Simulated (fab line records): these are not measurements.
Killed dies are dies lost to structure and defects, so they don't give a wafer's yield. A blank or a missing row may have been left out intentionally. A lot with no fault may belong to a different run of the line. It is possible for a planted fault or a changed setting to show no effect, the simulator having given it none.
Code-filled problem report in 8D (eight disciplines) form | flow sky130 | the parts of the form that need people (team, actions taken, sign-off) are left out

1. THE PROBLEM
Wafers without a fault read 0.3999 Pa, standard deviation 0.00079; chamber_pressure_pa at SKY_METAL1_SPUTTER_03 reads a mean of 0.4477 Pa on 3 wafers belonging to 2 lots. That puts it +61 standard deviations away from the usual mean.
The step: material Ti, target thk 5 nm, time 3.3 s.
Seen first at day 33 15:11 on pvd_sputter-01, wafer L439.4. At this step, 18 wafers from 6 lots have a number in the record. The rule behind "out" and "out of limits": a value lying over 4 standard deviations away from the usual mean. The other wafers with a number count as sound.

2. WHAT THIS IS AND IS NOT
question                    | is                     | is not
which readings at this step | chamber_pressure_pa    | -
which lots                  | L439, L440             | L434, L441, L451, L456
which wafers of those lots  | L439.4, L440.3, L440.5 | L439.5, L439.6, L440.2
read on which tools         | pvd_sputter-01         | pvd_sputter-03, pvd_sputter-04
when                        | from day 33 15:11      | up to then (5 sound wafers); but 10 sound wafers of L440, L441, L451, L456 came after

3. WHAT RULES OUT EACH SUSPECT
Counting: any tool at a process step up to the reading remains a suspect provided it ran every lot that is out. Sound lots after the first of them don't rule it out here, since some wafers of a struck lot are sound.
- cvd_w-01 at SKY_CONTACT_CVD_24 (deposits W, target thk 340 nm, time 102.12 s): kept. It ran every lot that is out, first L439 (day 33 14:34).
- cmp-01 at SKY_CONTACT_CMP_27 (polishes, stops on SiO2, t overpolish 15 s, target thk 0 nm): kept. Every lot that is out went through it, the first being L439 (day 33 14:52); the last sound lot it ran before that was L434 (day 31 16:31).
- pvd_sputter-01 at SKY_METAL1_SPUTTER_00 (material Ti, target thk 15 nm, time 10 s): kept. It ran every lot that is out, first L439 (day 33 15:07).
- pvd_sputter-01 at SKY_METAL1_SPUTTER_02 (material AlCu, target thk 250 nm, time 13.3 s): kept. It ran every lot that is out, first L439 (day 33 15:10).
- pvd_sputter-01 at SKY_METAL1_SPUTTER_03 (material Ti, target thk 5 nm, time 3.3 s): kept. It ran every lot that is out, first L439 (day 33 15:11). Its own chamber_pressure_pa readings are out on those wafers.
Left after counting: cvd_w-01 at SKY_CONTACT_CVD_24, cmp-01 at SKY_CONTACT_CMP_27, pvd_sputter-01 at SKY_METAL1_SPUTTER_00, pvd_sputter-01 at SKY_METAL1_SPUTTER_02, pvd_sputter-01 at SKY_METAL1_SPUTTER_03.

4. THE CAUSE (what the simulator had put in)
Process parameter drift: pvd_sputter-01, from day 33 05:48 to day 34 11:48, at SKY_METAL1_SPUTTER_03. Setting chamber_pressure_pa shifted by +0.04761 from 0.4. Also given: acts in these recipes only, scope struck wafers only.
Of the 5 suspects that counting leaves, this tool is one.

5. SEQUENCE OF EFFECTS, ordered by route
One row per reading whose mean, taken over the struck wafers that have a number, lies over 3 standard deviations from the usual. Scope: only readings with a usual standard deviation given in the record; hours: median across lots of the time from each lot's start at the first step in this table that gives one to its start at this step; sigmas: change in usual standard deviations.
hours | step                  | reading             | usual     | on struck wafers | change  | sigmas
0     | SKY_METAL1_SPUTTER_03 | chamber_pressure_pa | 0.3999 Pa | 0.4477           | +0.0478 | +61
0     | SKY_METAL1_SPUTTER_03 | throttle_valve_pct  | 29.9 %    | 27.8             | -2.1    | -3.1
Here are the process steps it includes:
- SKY_METAL1_SPUTTER_03: material Ti, target thk 5 nm, time 3.3 s.

6. WHAT WOULD HAVE CAUGHT IT SOONER
In this record no reading fell out of limits until day 33 15:11, 9 hours after the fault had begun at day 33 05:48.
